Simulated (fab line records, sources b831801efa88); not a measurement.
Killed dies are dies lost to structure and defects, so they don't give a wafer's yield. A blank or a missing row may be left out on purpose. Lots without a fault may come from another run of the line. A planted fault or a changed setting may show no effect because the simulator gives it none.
A struck lot beside a sound one | flow sky130 | 15 steps out of a route of 708
Sound: wafers L324.1, L324.5, L324.6. Struck: wafer L331.5. (L331.2 of the same lot was not struck and is left out.) The cause comes at the end.
At each step with rows: each side's tool, then ch and its chambers, then its first start. Under that, the readings that differ: sound wafers | struck wafers | difference of the means | sigmas: that difference in standard deviations of wafers without a fault.
alike: readings whose means differ by less than 2 such deviations, and words and numbers that are the same on both sides. not compared: withheld readings, readings that some wafer has no value for, bounds like >300 that may hide the same value, and numbers for which the record gives no deviation and whose values overlap.
The two part at a step that has a row with sigmas, a row that says differs or no value, or rows on one side only. Numbers that don't overlap but have no deviation are shown without sigmas and don't part them. A reading that every wafer of one side lacks parts them only if that side has two wafers or more.

SKY_SD_N_RS_MEAS_16: measures by four-point-probe.
  sound on film_metro-02, day 33 03:02; struck on film_metro-04, day 33 13:27
  alike: SD_N_RS
SKY_SD_N_RS_MEAS_17: measures by four-point-probe.
  sound on film_metro-02, day 33 03:10; struck on film_metro-04, day 33 13:34
  alike: SD_P_RS
SKY_SD_N_RS_MEAS_18: measures by four-point-probe.
  sound on film_metro-02, day 33 03:17; struck on film_metro-04, day 33 13:41
  alike: RES_XHIGH_RS
then, 2 steps without rows for these wafers: SKY_SALICIDE_CLEAN_00 (cleans in HF-last, time 30 s); SKY_LI_CONTACT_HDPCVD_00 (deposits PSG, target thk 930 nm, time 155 s).
SKY_LI_CONTACT_THK_MEAS_01:
  sound on film_metro-04, day 33 03:31; struck on film_metro-03, day 33 13:55
  alike: LI_CONTACT_HDPCVD_THK
SKY_LI_CONTACT_CMP_02: polishes PSG.
  sound on cmp-01 ch 0,1,3, day 33 03:44; struck on cmp-02 ch 3, day 33 14:01
  alike: motor_current_A, platen_rpm, time_to_endpoint_s
SKY_LI_CONTACT_BOW_MEAS_03:
  sound on film_metro-02, day 33 03:53; struck on film_metro-02, day 33 14:17
  alike: LI_CONTACT_BOW
then, 4 steps without rows for these wafers: SKY_LI_CONTACT_DEHYDRATE_04 (time 60 s); SKY_LI_CONTACT_HMDS_05 (prime time 60 s); SKY_LI_CONTACT_COAT_06 (resist thk 60 nm); SKY_LI_CONTACT_COAT_07 (resist thk 450 nm).
SKY_LI_CONTACT_SOFTBAKE_08: time 90 s.
  sound on litho_track-01 ch 0, day 33 16:00; struck on litho_track-01 ch 0, day 34 04:00
  reading                  | sound                | struck | difference | sigmas
  heater_power_total_W (W) | 57.26 57.32 57.30    | 58.15  | +0.86      | +8
  run_length_s (s)         | 119.32 119.31 119.19 | 114.96 | -4.31      | -20
then, 1 step without rows for these wafers: SKY_LI_CONTACT_EXPOSE_09 (exposes mask LICM1, target cd 170 nm).
SKY_PAD_OPEN_PROBE_99:
  the record has rows for the sound wafers here (prober-01, day 49 13:52) and none for the struck ones

WHERE THEY PART
First at SKY_LI_CONTACT_SOFTBAKE_08; last, within this record, at SKY_PAD_OPEN_PROBE_99.

WHY: what the simulator had put in
Process parameter drift: litho_track-01, from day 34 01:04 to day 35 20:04, at SKY_LI_CONTACT_SOFTBAKE_08. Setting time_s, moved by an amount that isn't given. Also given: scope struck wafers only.
